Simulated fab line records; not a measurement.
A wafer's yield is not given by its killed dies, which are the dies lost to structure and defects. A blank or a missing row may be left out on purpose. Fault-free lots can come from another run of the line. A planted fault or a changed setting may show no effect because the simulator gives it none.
A lot that was struck, set against a sound lot ; flow sky130 ; 18 steps out of a route of 708
Sound: wafers L927.1, L927.5, L927.6. Struck: wafers L931.2, L931.5, L931.6. Last of all comes the cause.
Order at every step that has rows: each side's tool, ch and its chambers, its first start. Under that, the readings that differ: sound wafers ; struck wafers ; difference of the means ; sigmas: that difference in standard deviations of wafers without a fault.
alike: readings whose means differ by less than 2 such deviations, and words and numbers that are the same on both sides. not compared: withheld readings, readings that some wafer has no value for, bounds like >300 that may hide the same value, and numbers for which the record gives no deviation and whose values overlap.
The two part at a step that has a row with sigmas, a row that says differs or no value, or rows on one side only. Numbers that don't overlap but have no deviation are shown without sigmas and don't part them. A reading missing from all wafers of one side parts the sides only when that side holds two or more wafers.

SKY_POLY_GATE_ETCH_15: etches BARC in N2/H2, stops on SiO2, time 118.5 s, target depth 110 nm.
  sound on rieDiel-03 ch 0,1,3, day 16 21:27; struck on rieDiel-03 ch 1,2,3, day 18 19:12
  alike: drypumpMotorCurrentA, oesProductAu, throttleValvePct
  not compared: rfHoursCounterH
SKY_POLY_GATE_ETCH_16: etches Si3N4 in CH3F/O2, stops on poly-Si, time 147.5 s, target depth 75 nm.
  sound on rieDiel-03 ch 0,1,3, day 16 21:32; struck on rieDiel-03 ch 1,2,3, day 18 19:17
  alike: drypumpMotorCurrentA, oesProductAu, throttleValvePct
  not compared: rfHoursCounterH
SKY_POLY_GATE_ETCH_17: etches poly-Si in HBr/Cl2, stops on SiO2, target depth 180 nm, time 70.5 s.
  sound on rieSi-01 ch 1,2, day 16 21:38; struck on rieSi-02 ch 0,2,3, day 18 19:23
  alike: HBr_flow_sccm, drypumpMotorCurrentA, oesProductAu, throttleValvePct
  not compared: rfHoursCounterH
SKY_POLY_GATE_STRIP_18: strips in O2/N2.
  sound on plasmaAsher-02 ch 0,1, day 16 21:41; struck on plasmaAsher-04 ch 0,1, day 18 19:26
  alike: drypumpMotorCurrentA, oesProductAu, stripTimeToEndpointS
  not compared: rfHoursCounterH
then, 2 steps without rows for these wafers: SKY_POLY_GATE_CLEAN_19 (cleans in SC1/SC2, time 150 s); SKY_POLY_GATE_OXIDATION_20 (stabilise 600 s, purge 300 s, target thk 4 nm).
SKY_POLY_GATE_THK_MEAS_21:
  sound on filmMetro-02 at day 16 23:38; struck on filmMetro-04 at day 18 21:45
  alike: POLY_GATE_OXIDATION_THK
SKY_POLY_GATE_CD_MEAS_22:
  sound on cdSem-02 at day 16 23:41; struck on cdSem-01 at day 18 21:50
  alike: cdNm
then, 4 steps without rows for these wafers: SKY_LDD_N_DEHYDRATE_00 (time 60 s); SKY_LDD_N_HMDS_01 (prime time 60 s); SKY_LDD_N_COAT_02 (resist thk 300 nm); SKY_LDD_N_SOFTBAKE_03 (time 60 s).
SKY_LDD_N_EXPOSE_04: exposes mask NTM, target cd 840 nm.
  sound on ilineStepper-01 ch 0, day 17 15:34; struck on ilineStepper-02 ch 0, day 19 14:38
reading;sound;struck;difference;sigmas
model.LDD_N.overlayXNm (nm);0.3045 0.3045 0.3045;73.46 73.46 73.46;+73.16;
  alike: mask, stageVelMmS
then, 2 steps without rows for these wafers: SKY_LDD_N_PEB_05; SKY_LDD_N_DEVELOP_06 (develop time 60 s).
SKY_LDD_N_OVL_MEAS_07:
  sound on overlay-02 at day 18 06:50; struck on overlay-02 at day 20 06:42
reading;sound;struck;difference;sigmas
LDD_N_OVL (nm);-0.6 -1.0 -1.6;71.8 73.1 71.4;+73.2;+61
next, for these wafers, 1 step has no rows: SKY_LDD_N_IMPLANT_08.
-- here the record skips 29 days between the struck wafers' starts before and after, leaving off in module LDD_N and picking up in module PAD_OPEN (first step shown: number 708 of the route) --
SKY_PAD_OPEN_PROBE_99:
  only the struck wafers here have rows in the record (prober-01, day 49 02:49); the sound ones have none

WHERE THEY PART
Earliest at SKY_LDD_N_OVL_MEAS_07; latest, in this record, at SKY_PAD_OPEN_PROBE_99.

WHY: the cause the simulator had injected
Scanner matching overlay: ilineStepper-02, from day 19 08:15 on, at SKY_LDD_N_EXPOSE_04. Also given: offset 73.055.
